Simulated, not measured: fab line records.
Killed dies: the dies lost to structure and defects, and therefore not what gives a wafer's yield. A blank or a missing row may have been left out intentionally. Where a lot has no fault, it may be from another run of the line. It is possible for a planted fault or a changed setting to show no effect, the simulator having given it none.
fab line records	flow sky130
record: lots: 6	wafers: 18	lastDay: 50
route steps=708 shown VIA4@653 METAL5@661 PASSIVATION@681 PAD_OPEN@694
lots untouched by any fault: they come from a run of this same line in which no faults occurred
startH: hours from the record's first day to the start of the lot's first wafer shown	waitH: time in hours since the lot's previous step	" identical to the entry in the row above	L1.1+2: one row covering several wafers at once	- no value, or no start given	* or withheld: withheld	< > ~ a bound
route shown NAME@n: NAME is a module with steps in the file, n the number in the route of the first one	usual: the fault-free wafers' mean and standard deviation	same: alike in all rows	chamber/n: place in a boat	sites: each site's reading	_std_site: their standard deviation	_edge_site: mean of outer sites minus mean of inner sites	radiusMm: how far each site lies from the wafer's centre	mask NAME#n: copy n	behind: tool/chamber where the wafer was last shaped	hold: the reason the lot was held/the length of the hold in hours/how it ended	device: whichever transistor did not switch (one of n, p or np)	end of line: the route-end tests of the same wafers	where a step has no rows: the recipe by itself	killed: the dies lost at the first sort to structure and to defects; this is not the yield of the wafer	map: per-die view of a wafer (x killed, . not killed, _ where there is no die)
set.NAME: setting as actually run; set.NAME@STEP: the setting as run at that earlier step	model.NAME: the simulator's own value behind a step, which no gauge read
lots at selected steps of the route; one table per step, one row per wafer
services: from which hour (startH, from the record's first day; less than 0 if before it) a tool's chamber was out of use, for how many hours, and why
== steps ==
step: SKY_VIA4_STRIP_14
recipe: chemistry: postEtchResidueRemover	timeS: 1200	tempC: 72.5
step: SKY_VIA4_CLEAN_15
recipe: chemistry: IPA	timeS: 180	tempC: 25
step: SKY_VIA4_CLEAN_16
recipe: chemistry: O3/DIW	dry: n2Spin
step: SKY_VIA4_SPUTTER_17
recipe: material: TiN	targetThkNm: 20	chamberPressurePa: 5	powerW: 4000	timeS: 80
usual: chamberPressurePa: 5.000/0.0096	throttleValvePct: 30.4/0.63
lot.wafer	tool	chamber	startH	waitH	chamberPressurePa	throttleValvePct
L276.1	pvdSputter-03	-	1050.41	0.0	4.994	30.3
L276.5	"	-	"	"	5.001	30.4
L276.6	"	-	"	"	4.993	30.9
L283.1	pvdSputter-03	-	1093.74	0.0	5.000	30.2
L283.2	"	-	"	"	4.993	31.0
L283.3	"	-	"	"	4.996	30.6
L284.1	pvdSputter-03	-	1096.75	0.0	5.002	30.3
L284.4	"	-	"	"	4.988	30.8
L284.5	"	-	"	"	5.020	30.4
L287.3	pvdSputter-02	-	1125.30	0.0	4.997	31.2
L287.5	"	-	"	"	4.995	31.5
L287.6	"	-	"	"	4.994	29.5
L286.1	pvdSputter-01	-	1125.63	0.0	4.991	29.8
L286.2	"	-	"	"	4.994	30.3
L286.4	"	-	"	"	4.990	30.4
L292.1	pvdSputter-02	-	1146.05	0.0	5.009	29.5
L292.3	"	-	"	"	4.990	30.2
L292.5	"	-	"	"	5.000	29.9
step: SKY_VIA4_CVD_18
recipe: material: W	targetThkNm: 505	timeS: 152.14	tempC: 400	pressureTorr: 40
step: SKY_VIA4_RS_MEAS_19
recipe: thkMeasGauge: four-point-probe	reads: W_of_VIA4_CVD_18+TiN_of_VIA4_SPUTTER_17
usual: VIA4_W_RS: 0.2255/0.0018
lot.wafer	tool	chamber	startH	waitH	VIA4_W_RS[ohm/sq]
L276.1	filmMetro-04	-	1050.63	0.1	0.2274
L276.5	"	-	"	"	0.2267
L276.6	"	-	"	"	0.2275
L283.1	filmMetro-03	-	1093.95	0.1	0.2273
L283.2	"	-	"	"	0.2253
L283.3	"	-	"	"	0.2296
L284.1	filmMetro-01	-	1097.11	0.3	0.2220
L284.4	"	-	"	"	0.2229
L284.5	"	-	"	"	0.2234
L287.3	filmMetro-01	-	1125.56	0.1	0.2250
L287.5	"	-	"	"	0.2260
L287.6	"	-	"	"	0.2262
L286.1	filmMetro-04	-	1125.84	0.1	0.2286
L286.2	"	-	"	"	0.2237
L286.4	"	-	"	"	0.2284
L292.1	filmMetro-01	-	1146.26	0.1	0.2232
L292.3	"	-	"	"	0.2265
L292.5	"	-	"	"	0.2251
step: SKY_VIA4_THK_MEAS_20
recipe: thkMeasGauge: xrf	reads: W_of_VIA4_CVD_18
usual: VIA4_W_THK: 515/4.8
lot.wafer	tool	chamber	startH	waitH	VIA4_W_THK[nm]
L276.1	filmMetro-04	-	1050.75	0.1	514
L276.5	"	-	"	"	513
L276.6	"	-	"	"	513
L283.1	filmMetro-03	-	1094.07	0.1	512
L283.2	"	-	"	"	516
L283.3	"	-	"	"	506
L284.1	filmMetro-01	-	1097.23	0.1	519
L284.4	"	-	"	"	513
L284.5	"	-	"	"	512
L287.3	filmMetro-01	-	1125.66	0.1	515
L287.5	"	-	"	"	515
L287.6	"	-	"	"	516
L286.1	filmMetro-04	-	1125.96	0.1	512
L286.2	"	-	"	"	524
L286.4	"	-	"	"	513
L292.1	filmMetro-01	-	1146.38	0.1	515
L292.3	"	-	"	"	506
L292.5	"	-	"	"	515
step: SKY_VIA4_CMP_21
recipe: stopOn: SiO2	tOverpolishS: 25	downForcePsi: 3.5	platenRpm: 60	targetThkNm: 0	padVelocityMS: 0.94248
step: SKY_METAL5_SPUTTER_00
recipe: material: Ti	targetThkNm: 15	powerW: 3000	timeS: 10	chamberPressurePa: 0.4
step: SKY_METAL5_SPUTTER_01
recipe: material: TiN	targetThkNm: 20	powerW: 6500	timeS: 16.7	chamberPressurePa: 0.4
step: SKY_METAL5_SPUTTER_02
recipe: material: AlCu	targetThkNm: 1150	powerW: 10600	timeS: 61.2	chamberPressurePa: 0.4
usual: chamberPressurePa: 0.4000/0.00075	throttleValvePct: 30.6/0.87
lot.wafer	tool	chamber	startH	waitH	chamberPressurePa	throttleValvePct
L276.1	pvdSputter-01	-	1051.17	0.0	0.3997	30.2
L276.5	"	-	"	"	0.4017	31.7
L276.6	"	-	"	"	0.4002	30.1
L283.1	pvdSputter-02	-	1094.48	0.0	0.3991	29.5
L283.2	"	-	"	"	0.4003	31.3
L283.3	"	-	"	"	0.3995	30.0
L284.1	pvdSputter-02	-	1097.64	0.0	0.4005	30.1
L284.4	"	-	"	"	0.3998	31.6
L284.5	"	-	"	"	0.4003	29.7
L287.3	pvdSputter-04	-	1126.26	0.0	0.3992	32.0
L287.5	"	-	"	"	0.3984	32.2
L287.6	"	-	"	"	0.4002	30.3
L286.1	pvdSputter-04	-	1126.52	0.0	0.4005	32.3
L286.2	"	-	"	"	0.3987	31.1
L286.4	"	-	"	"	0.4015	30.1
L292.1	pvdSputter-04	-	1146.95	0.0	0.3995	30.7
L292.3	"	-	"	"	0.4003	29.3
L292.5	"	-	"	"	0.4005	32.0
step: SKY_METAL5_SPUTTER_03
recipe: material: Ti	targetThkNm: 5	powerW: 3000	timeS: 3.3	chamberPressurePa: 0.4
usual: chamberPressurePa: 0.4000/0.00087	throttleValvePct: 30.6/0.86
lot.wafer	tool	chamber	startH	waitH	chamberPressurePa	throttleValvePct
L276.1	pvdSputter-01	-	1051.22	0.0	0.4007	30.6
L276.5	"	-	"	"	0.3994	31.9
L276.6	"	-	"	"	0.4002	29.9
L283.1	pvdSputter-02	-	1094.53	0.0	0.3994	29.5
L283.2	"	-	"	"	0.4003	31.3
L283.3	"	-	"	"	0.3992	30.2
L284.1	pvdSputter-02	-	1097.69	0.0	0.4004	29.9
L284.4	"	-	"	"	0.4012	31.5
L284.5	"	-	"	"	0.4002	29.4
L287.3	pvdSputter-04	-	1126.31	0.0	0.4000	32.4
L287.5	"	-	"	"	0.4010	31.9
L287.6	"	-	"	"	0.3994	30.6
L286.1	pvdSputter-04	-	1126.57	0.0	0.4016	32.0
L286.2	"	-	"	"	0.3994	31.2
L286.4	"	-	"	"	0.3992	30.3
L292.1	pvdSputter-04	-	1147.00	0.0	0.4015	30.9
L292.3	"	-	"	"	0.4010	29.3
L292.5	"	-	"	"	0.3999	31.8
step: SKY_METAL5_SPUTTER_04
recipe: material: TiN	targetThkNm: 70	powerW: 6500	timeS: 58.3	chamberPressurePa: 0.4
usual: chamberPressurePa: 0.4000/0.00083	throttleValvePct: 30.6/0.85
lot.wafer	tool	chamber	startH	waitH	chamberPressurePa	throttleValvePct
L276.1	pvdSputter-01	-	1051.24	0.0	0.3991	30.0
L276.5	"	-	"	"	0.4012	31.7
L276.6	"	-	"	"	0.4005	30.0
L283.1	pvdSputter-02	-	1094.55	0.0	0.4006	29.1
L283.2	"	-	"	"	0.3996	31.5
L283.3	"	-	"	"	0.3993	30.0
L284.1	pvdSputter-02	-	1097.71	0.0	0.4013	30.0
L284.4	"	-	"	"	0.3983	31.5
L284.5	"	-	"	"	0.4008	29.3
L287.3	pvdSputter-04	-	1126.33	0.0	0.4005	32.2
L287.5	"	-	"	"	0.4012	32.1
L287.6	"	-	"	"	0.4001	30.2
L286.1	pvdSputter-04	-	1126.59	0.0	0.4005	32.1
L286.2	"	-	"	"	0.4007	31.1
L286.4	"	-	"	"	0.4000	30.3
L292.1	pvdSputter-04	-	1147.02	0.0	0.3999	31.1
L292.3	"	-	"	"	0.4003	29.3
L292.5	"	-	"	"	0.3990	32.2
step: SKY_METAL5_RS_MEAS_05
recipe: thkMeasGauge: four-point-probe	reads: TiN_of_METAL5_SPUTTER_04+Ti_of_METAL5_SPUTTER_03+AlCu_of_METAL5_SPUTTER_02+TiN_of_METAL5_SPUTTER_01+Ti_of_METAL5_SPUTTER_00
usual: METAL5_ALCU_RS: 0.02695/0.00026
lot.wafer	tool	chamber	startH	waitH	METAL5_ALCU_RS[ohm/sq]
L276.1	filmMetro-02	-	1051.29	0.0	0.02691
L276.5	"	-	"	"	0.02682
L276.6	"	-	"	"	0.02682
L283.1	filmMetro-01	-	1094.60	0.0	0.0268
L283.2	"	-	"	"	0.02659
L283.3	"	-	"	"	0.0269
L284.1	filmMetro-02	-	1097.76	0.0	0.02694
L284.4	"	-	"	"	0.02677
L284.5	"	-	"	"	0.02671
L287.3	filmMetro-04	-	1126.42	0.1	0.02673
L287.5	"	-	"	"	0.02662
L287.6	"	-	"	"	0.02659
L286.1	filmMetro-02	-	1126.64	0.0	0.02696
L286.2	"	-	"	"	0.02723
L286.4	"	-	"	"	0.02662
L292.1	filmMetro-01	-	1147.07	0.0	0.02696
L292.3	"	-	"	"	0.02733
L292.5	"	-	"	"	0.02676
step: SKY_METAL5_THK_MEAS_06
recipe: thkMeasGauge: xrf	reads: AlCu_of_METAL5_SPUTTER_02
usual: METAL5_ALCU_THK: 1137/13
lot.wafer	tool	chamber	startH	waitH	METAL5_ALCU_THK[nm]
L276.1	filmMetro-02	-	1051.41	0.1	1125
L276.5	"	-	"	"	1133
L276.6	"	-	"	"	1134
L283.1	filmMetro-01	-	1094.72	0.1	1146
L283.2	"	-	"	"	1153
L283.3	"	-	"	"	1144
L284.1	filmMetro-02	-	1097.88	0.1	1146
L284.4	"	-	"	"	1150
L284.5	"	-	"	"	1151
L287.3	filmMetro-04	-	1126.52	0.1	1152
L287.5	"	-	"	"	1151
L287.6	"	-	"	"	1156
L286.1	filmMetro-02	-	1126.76	0.1	1146
L286.2	"	-	"	"	1135
L286.4	"	-	"	"	1163
L292.1	filmMetro-01	-	1147.19	0.1	1140
L292.3	"	-	"	"	1128
L292.5	"	-	"	"	1143
step: SKY_METAL5_DEHYDRATE_07
recipe: tempC: 200	timeS: 60
step: SKY_METAL5_HMDS_08
recipe: primeTimeS: 60	primeTempC: 120
step: SKY_METAL5_COAT_09
recipe: resist: NOVOLAK	spinRpm: 3000	resistThkNm: 1800
step: SKY_METAL5_SOFTBAKE_10
recipe: tempC: 90	timeS: 60	resist: NOVOLAK
step: SKY_METAL5_EXPOSE_11
recipe: maskId: MM5	na: 0.6	sourceShape: conventional	sigmaOuter: 0.6	polarization: unpolarized	targetCdNm: 1600	doseMj: 190
step: SKY_METAL5_PEB_12
recipe: tempC: withheld	timeS: *	resist: NOVOLAK
step: SKY_METAL5_DEVELOP_13
recipe: resist: NOVOLAK	developer: TMAH	developTimeS: 60	devTempC: 23
step: SKY_METAL5_DESCUM_14
recipe: chemistry: O2	sourcePowerW: 150	biasPowerW: 0	pressureMtorr: 10	tempC: 40	timeS: 11
step: SKY_METAL5_METAL_ETCH_15
recipe: targetDepthA: 12600	stopOn: SiO2	overEtchFrac: 0.2	timeS: 252	chemistry: Cl2/BCl3	resistSidewallDeg: 86	pressureMtorr: 10	icpW: 900	biasW: 48.5	Cl2_flow_sccm: 60	bcl3FlowSccm: 30
step: SKY_METAL5_STRIP_16
recipe: chemistry: O2/N2	powerW: 1400	pressureMtorr: 1500	platenTempC: withheld	o2FlowSccm: 3000	n2FlowSccm: 300	overashFraction: 0.5
step: SKY_METAL5_STRIP_17
recipe: chemistry: postEtchResidueRemover	timeS: 1200	tempC: 72.5
step: SKY_METAL5_CLEAN_18
recipe: chemistry: IPA	timeS: 180	tempC: 25
step: SKY_METAL5_CLEAN_19
recipe: chemistry: O3/DIW	dry: n2Spin
step: SKY_PASSIVATION_CVD_00
recipe: material: SiO2	targetThkNm: 90	tempC: 400	timeS: withheld	rfW: 600
usual: heaterPowerOuterW: 366/56	heaterPowerW: 650/95
lot.wafer	tool	chamber	startH	waitH	heaterPowerOuterW	heaterPowerW
L276.1	pecvd-04	1	1073.58	0.0	396	692
L276.5	"	0	"	"	388	695
L276.6	"	1	"	"	407	700
L283.1	pecvd-04	1	1115.53	0.0	406	673
L283.2	"	0	"	"	349	664
L283.3	"	2	"	"	337	580
L284.1	pecvd-02	2	1118.53	0.0	478	860
L284.4	"	1	"	"	300	541
L284.5	"	0	"	"	339	585
L287.3	pecvd-04	0	1145.53	0.0	363	670
L287.5	"	0	"	"	368	665
L287.6	"	1	"	"	342	593
L286.1	pecvd-02	1	1146.32	0.0	387	638
L286.2	"	2	"	"	475	833
L286.4	"	2	"	"	460	860
L292.1	pecvd-04	0	1165.33	0.0	382	704
L292.3	"	1	"	"	364	622
L292.5	"	0	"	"	402	724
step: SKY_PASSIVATION_THK_MEAS_01
recipe: reads: SiO2_of_PASSIVATION_CVD_00
usual: PASSIVATION_CVD_00_THK: 89.6/1.3
lot.wafer	tool	chamber	startH	waitH	PASSIVATION_CVD_00_THK[nm]
L276.1	filmMetro-02	-	1073.61	-	87.0
L276.5	"	-	"	"	88.6
L276.6	"	-	"	"	90.3
L283.1	filmMetro-02	-	1115.55	-	87.4
L283.2	"	-	"	"	88.8
L283.3	"	-	"	"	89.1
L284.1	filmMetro-04	-	1118.56	-	89.8
L284.4	"	-	"	"	91.5
L284.5	"	-	"	"	92.3
L287.3	filmMetro-04	-	1145.57	-	88.7
L287.5	"	-	"	"	90.4
L287.6	"	-	"	"	90.0
L286.1	filmMetro-03	-	1146.34	-	90.2
L286.2	"	-	"	"	89.2
L286.4	"	-	"	"	91.7
L292.1	filmMetro-03	-	1165.36	-	87.8
L292.3	"	-	"	"	90.5
L292.5	"	-	"	"	88.7
step: SKY_PASSIVATION_CVD_02
recipe: material: Si3N4	targetThkNm: 540	tempC: 400	timeS: withheld	rfW: 450
usual: heaterPowerOuterW: 415/55	heaterPowerW: 711/87
lot.wafer	tool	chamber	startH	waitH	heaterPowerOuterW	heaterPowerW
L276.1	pecvd-02	0	1073.67	0.1	417	709
L276.5	"	1	"	"	326	590
L276.6	"	0	"	"	445	725
L283.1	pecvd-01	1	1115.61	0.1	406	718
L283.2	"	2	"	"	360	635
L283.3	"	0	"	"	349	626
L284.1	pecvd-04	2	1118.62	0.1	433	679
L284.4	"	2	"	"	435	711
L284.5	"	1	"	"	476	779
L287.3	pecvd-01	2	1145.61	0.0	381	664
L287.5	"	1	"	"	402	675
L287.6	"	0	"	"	317	578
L286.1	pecvd-04	2	1146.40	0.1	427	705
L286.2	"	0	"	"	380	708
L286.4	"	2	"	"	344	553
L292.1	pecvd-02	2	1165.42	0.1	504	881
L292.3	"	1	"	"	343	616
L292.5	"	1	"	"	363	629
step: SKY_PASSIVATION_THK_MEAS_03
recipe: reads: Si3N4_of_PASSIVATION_CVD_02
usual: PASSIVATION_CVD_02_THK: 540/7.2
lot.wafer	tool	chamber	startH	waitH	PASSIVATION_CVD_02_THK[nm]
L276.1	filmMetro-02	-	1073.90	-	532
L276.5	"	-	"	"	552
L276.6	"	-	"	"	540
L283.1	filmMetro-03	-	1115.84	-	536
L283.2	"	-	"	"	525
L283.3	"	-	"	"	532
L284.1	filmMetro-04	-	1118.84	-	537
L284.4	"	-	"	"	550
L284.5	"	-	"	"	552
L287.3	filmMetro-03	-	1145.86	-	538
L287.5	"	-	"	"	545
L287.6	"	-	"	"	545
L286.1	filmMetro-04	-	1146.63	-	532
L286.2	"	-	"	"	542
L286.4	"	-	"	"	536
L292.1	filmMetro-02	-	1165.65	-	534
L292.3	"	-	"	"	540
L292.5	"	-	"	"	553
step: SKY_PASSIVATION_DEHYDRATE_04
recipe: tempC: 200	timeS: 60
step: SKY_PASSIVATION_HMDS_05
recipe: primeTimeS: 60	primeTempC: 120
step: SKY_PASSIVATION_COAT_06
recipe: spinRpm: 2000	resistThkNm: 3000
step: SKY_PASSIVATION_SOFTBAKE_07
recipe: tempC: 110	timeS: withheld
step: SKY_PASSIVATION_EXPOSE_08
recipe: maskId: NSM	targetCdNm: 3000	na: 0.57	doseMj: 260
step: SKY_PASSIVATION_PEB_09
recipe: tempC: 115	timeS: withheld
step: SKY_PASSIVATION_DEVELOP_10
recipe: developTimeS: 60	devTempC: 23
step: SKY_PASSIVATION_ETCH_11
recipe: chemistry: CF4/O2	targetDepthNm: 725	stopOn: AlCu	sourceW: 800	biasW: 150	pressureMtorr: 150	cf4FlowSccm: 80	O2_flow_sccm: 10	timeS: 161.1
step: SKY_PASSIVATION_STRIP_12
recipe: chemistry: O2/N2	powerW: 1400	pressureMtorr: 1500	platenTempC: withheld	overashFraction: 0.7	o2FlowSccm: 3000	n2FlowSccm: 300
step: SKY_PAD_OPEN_DEHYDRATE_00
recipe: tempC: 200	timeS: 60
step: SKY_PAD_OPEN_PROBE_99
usual: defectLimitedYield: 82.3/1.9	killed_at_M0_to_M3: 45/6.6	killed_at_M4_up: 3.1/1.6	killedAtContacts: 24/5	killedAtFrontEnd: 14/4.4	killedAtOther: 0.3/0.58	killedDies: 87/9.2	killedOpen: 47/6.7	killedShort: 40/6.4
same: grossDies: 492	killedAtBackSide: 0
lot.wafer	tool	chamber	startH	waitH	defectLimitedYield[%]	killed_at_M0_to_M3	killed_at_M4_up	killedAtContacts	killedAtFrontEnd	killedAtOther	killedDies	killedOpen	killedShort	model.etest.tester.sortNPass	model.etest.tester.sortYieldPct	model.etest.tester.sort_bin_5_pct	model.etest.tester.sort_bin_3_pct
L276.1	prober-02	-	1118.34	0.1	78.9	52	2	29	21	0	104	55	49	388	78.86	13.41	1.423
L276.5	prober-02	-	1118.54	0.2	81.3	54	7	25	6	0	92	54	38	400	81.3	8.943	1.22
L276.6	prober-02	-	1118.59	0.2	81.7	48	4	25	13	0	90	51	39	402	81.71	11.18	0.4065
L283.1	prober-01	-	1154.91	0.1	79.7	50	2	24	24	0	100	49	51	324	65.85	24.39	1.22
L283.2	prober-01	-	1154.96	0.1	78.0	60	2	32	14	0	108	56	52	384	78.05	15.45	0.4065
L283.3	prober-01	-	1155.01	0.2	80.1	45	4	28	21	0	98	60	38	394	80.08	10.57	0.813
L284.1	prober-02	-	1157.11	0.1	85.2	34	3	25	11	0	73	37	36	419	85.16	8.333	1.626
L284.4	prober-02	-	1157.26	0.2	80.7	41	5	21	28	0	95	58	37	397	80.69	11.59	0.4065
L284.5	prober-02	-	1157.31	0.2	79.5	50	6	29	14	2	101	53	48	391	79.47	12.6	1.016
L287.3	prober-02	-	1182.10	0.2	82.7	51	5	15	13	1	85	47	38	407	82.72	11.38	1.22
L287.5	prober-02	-	1182.20	0.2	83.7	46	3	15	16	0	80	44	36	412	83.74	10.16	0.813
L287.6	prober-02	-	1182.25	0.2	83.7	44	0	20	15	1	80	46	34	412	83.74	7.927	0.6098
L286.1	prober-01	-	1183.81	0.1	82.5	40	2	28	16	0	86	44	42	406	82.52	9.146	0.2033
L286.2	prober-01	-	1183.86	0.1	72.2	38	48	38	12	1	137	49	42	355	72.15	18.9	1.423
L286.4	prober-01	-	1183.96	0.2	81.9	51	1	26	11	0	89	53	36	403	81.91	10.98	0.2033
L292.1	prober-02	-	1200.70	0.1	75.4	39	49	23	7	3	121	35	39	371	75.41	15.24	3.252
L292.3	prober-02	-	1200.80	0.2	79.9	55	3	27	14	0	99	55	44	393	79.88	12.6	1.016
L292.5	prober-02	-	1200.90	0.2	82.7	48	2	21	14	0	85	44	41	407	82.72	10.37	0.813
killed by level:class
L276.1 CONTACT:geometricParticle:open=13 VIA1:geometricParticle:open=10 VIA3:geometricParticle:short=8 VIA3:geometricParticle:open=8 POLY_GATE:geometricParticle:short=7 POLY_GATE:geometricParticle:open=7 METAL3:geometricParticle:short=6 LI_CONTACT:geometricParticle:open=6
L276.5 CONTACT:geometricParticle:open=11 VIA2:geometricParticle:open=11 VIA1:geometricParticle:open=10 VIA3:geometricParticle:open=6 VIA1:geometricParticle:short=6 LOCAL_INTERCONNECT:geometricParticle:short=5 LI_CONTACT:geometricParticle:open=5 METAL1:geometricParticle:short=5
L276.6 VIA1:geometricParticle:open=13 LI_CONTACT:geometricParticle:open=8 CONTACT:geometricParticle:open=8 METAL2:geometricParticle:short=8 POLY_GATE:geometricParticle:open=4 VIA2:geometricParticle:short=4 CONTACT:geometricParticle:short=4 VIA1:geometricParticle:short=4
L283.1 CONTACT:geometricParticle:open=10 VIA1:geometricParticle:open=10 VIA1:geometricParticle:short=8 FIELD_ISO:geometricParticle:short=7 VIA3:geometricParticle:open=6 POLY_GATE:geometricParticle:open=5 METAL1:geometricParticle:short=5 VIA2:geometricParticle:open=5
L283.2 CONTACT:geometricParticle:open=15 VIA1:geometricParticle:open=12 VIA1:geometricParticle:short=8 METAL2:geometricParticle:short=8 METAL1:geometricParticle:short=7 VIA2:geometricParticle:open=7 LI_CONTACT:geometricParticle:open=6 LOCAL_INTERCONNECT:geometricParticle:short=6
L283.3 CONTACT:geometricParticle:open=12 FIELD_ISO:geometricParticle:open=9 LI_CONTACT:geometricParticle:open=9 VIA1:geometricParticle:open=9 VIA1:geometricParticle:short=6 METAL2:geometricParticle:short=6 VIA3:geometricParticle:open=5 VIA2:geometricParticle:open=5
L284.1 CONTACT:geometricParticle:open=9 VIA1:geometricParticle:open=8 LI_CONTACT:geometricParticle:open=7 METAL2:geometricParticle:short=6 CONTACT:geometricParticle:short=6 METAL1:geometricParticle:short=6 FIELD_ISO:geometricParticle:short=3 POLY_GATE:geometricParticle:short=3
L284.4 VIA1:geometricParticle:open=12 VIA3:geometricParticle:open=8 FIELD_ISO:geometricParticle:open=6 POLY_GATE:geometricParticle:short=6 POLY_GATE:geometricParticle:open=6 LI_CONTACT:geometricParticle:open=6 LOCAL_INTERCONNECT:geometricParticle:short=5 CONTACT:geometricParticle:open=5
L284.5 VIA1:geometricParticle:open=15 CONTACT:geometricParticle:open=10 CONTACT:geometricParticle:short=8 VIA2:geometricParticle:short=6 METAL1:geometricParticle:short=6 FIELD_ISO:geometricParticle:open=5 LI_CONTACT:geometricParticle:open=5 VIA2:geometricParticle:open=5
L287.3 VIA1:geometricParticle:open=13 VIA3:geometricParticle:open=8 VIA1:geometricParticle:short=7 VIA2:geometricParticle:open=7 METAL2:geometricParticle:short=6 LI_CONTACT:geometricParticle:open=5 POLY_GATE:geometricParticle:short=4 METAL4:geometricParticle:short=4
L287.5 VIA1:geometricParticle:open=15 POLY_GATE:geometricParticle:open=8 VIA2:geometricParticle:open=8 METAL2:geometricParticle:short=7 CONTACT:geometricParticle:open=6 CONTACT:geometricParticle:short=5 VIA1:geometricParticle:short=4 METAL1:geometricParticle:short=4
L287.6 CONTACT:geometricParticle:open=9 VIA1:geometricParticle:open=9 VIA3:geometricParticle:open=8 VIA1:geometricParticle:short=7 FIELD_ISO:geometricParticle:short=5 METAL2:geometricParticle:short=5 FIELD_ISO:geometricParticle:open=4 LI_CONTACT:geometricParticle:open=4
L286.1 CONTACT:geometricParticle:open=11 CONTACT:geometricParticle:short=10 VIA3:geometricParticle:open=10 VIA1:geometricParticle:open=9 FIELD_ISO:geometricParticle:short=5 POLY_GATE:geometricParticle:short=5 LOCAL_INTERCONNECT:geometricParticle:short=5 METAL2:geometricParticle:short=3
L286.2 METAL5:unspecified=46 LI_CONTACT:geometricParticle:open=16 LOCAL_INTERCONNECT:geometricParticle:short=8 CONTACT:geometricParticle:open=7 VIA1:geometricParticle:open=6 VIA1:geometricParticle:short=5 VIA2:geometricParticle:short=5 FIELD_ISO:geometricParticle:short=4
L286.4 VIA1:geometricParticle:open=13 VIA3:geometricParticle:open=9 LI_CONTACT:geometricParticle:open=8 CONTACT:geometricParticle:short=8 CONTACT:geometricParticle:open=7 METAL2:geometricParticle:short=5 VIA2:geometricParticle:open=5 VIA3:geometricParticle:short=5
L292.1 METAL5:unspecified=47 LI_CONTACT:geometricParticle:open=9 VIA2:geometricParticle:open=9 METAL2:geometricParticle:short=8 VIA1:geometricParticle:open=8 METAL1:geometricParticle:short=7 CONTACT:geometricParticle:open=4 CONTACT:geometricParticle:short=4
L292.3 VIA2:geometricParticle:open=12 VIA1:geometricParticle:open=11 CONTACT:geometricParticle:open=10 CONTACT:geometricParticle:short=7 METAL1:geometricParticle:short=7 LI_CONTACT:geometricParticle:open=6 VIA1:geometricParticle:short=6 VIA3:geometricParticle:open=5
L292.5 VIA1:geometricParticle:open=12 VIA1:geometricParticle:short=8 CONTACT:geometricParticle:open=7 LI_CONTACT:geometricParticle:open=6 VIA2:geometricParticle:open=5 VIA2:geometricParticle:short=5 VIA3:geometricParticle:open=5 FIELD_ISO:geometricParticle:short=4
map L286.2 (x killed, . not)
__________.......xx._________
________...x...x......_______
______..x....x...x.....x_____
_____.......xx...x....xxx____
____x..x..xxxx......xx....___
___......x..x..............__
__....x...x....x...........x_
_x..x.x.x.......x......x.x.x.
_...x.............xx..x..x..x
_x.........x..x..x...........
_....x......x..x.x..xx.......
_...xxxxxx.xx.x..............
_x..xxxxxx...x...x.x..x......
_.xxxxxxxxxxx...x.x......x...
_..xxxxxxxxxx.x......x...xx..
__.xxxxxxxx......x...x.x...._
___x.xxxxxx...x...x.......x__
____..x.xx..............x.___
_____x.......x.....x.....____
______x...xx.....x...x.._____
________......x.....x._______
__________x..x......_________
map L292.1 (x killed, . not)
__________.......x.._________
________...x.....x..x._______
______x......x.........._____
_____.xxx.x....x..x......____
____.............x.x...xx.___
___.......x.x..x.....x...x.__
__..x...x..................._
_..x....x.x.......x........x.
_................x..x....x..x
_x..x.......x.....xx...x.....
_..xxx...x.......x...xx......
_...xx.xxx...xxx.x........x..
_x...xxx.xxx......x.......x..
_..xxxxxxxxx......xx........x
_..xxxxxxxxxx....x...x.......
__xxxxxxxxxx................_
___.xxxxxxx........x..x.x..__
____...xx.x....x..x.......___
_____..x...x......x......____
______.x..........x...x._____
________.............._______
__________........xx_________
== services ==
tool	chamber	startH	hours	kind
pvdSputter-03	1	1060.71	-	consumableReplace:kit
pvdSputter-03	1	1060.71	18.0	scheduledDown
pvdSputter-03	1	1060.71	18.0	ventCycle
pecvd-04	2	1063.73	2.1	scheduledDown
pecvd-04	2	1066.80	19.8	repair
pecvd-04	0	1074.19	2.1	scheduledDown
pecvd-01	-	1079.48	2.8	pm
pvdSputter-03	-	1080.38	7.8	repair
pvdSputter-02	3	1083.19	-	consumableReplace:kit
pvdSputter-02	3	1083.19	18.0	scheduledDown
pvdSputter-02	3	1083.19	18.0	ventCycle
pecvd-04	2	1092.34	5.5	scheduledDown
pvdSputter-04	-	1102.89	1.1	repair
pvdSputter-01	0	1103.70	-	consumableReplace:kit
pvdSputter-01	0	1103.70	18.0	scheduledDown
pvdSputter-01	0	1103.70	18.0	ventCycle
pvdSputter-04	2	1110.33	-	consumableReplace:kit
pvdSputter-04	2	1110.33	18.0	scheduledDown
pvdSputter-04	2	1110.33	18.0	ventCycle
pecvd-02	-	1125.96	0.7	repair
pecvd-02	2	1136.62	5.5	scheduledDown
pvdSputter-02	-	1153.53	0.5	repair
pecvd-02	-	1157.73	2.8	pm
pvdSputter-04	-	1165.44	2.1	repair
== key ==
firstSign: step: SKY_PAD_OPEN_PROBE_99	reading: killed_at_M4_up	direction: up	sigmas: 29	usual: 3.1	struck: 48.5
effect: step: SKY_PAD_OPEN_PROBE_99	reading: defectLimitedYield	direction: down	sigmas: 4.6	usual: 82.3	struck: 73.8
modelEffect: step: SKY_PAD_OPEN_PROBE_99	value: etest.tester.sortNPass	without: 404.5	struck: 363
metAt SKY_METAL5_SPUTTER_04
struckWafers L286.2,L292.1
fault: kind: chamberParticleSource	tool: pvdSputter-04	chamber: -	onsetH: 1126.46	steps: SKY_METAL5_SPUTTER_04	ratePerVisitCm2: 0.59572	endH: 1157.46	scope: struckWafersOnly
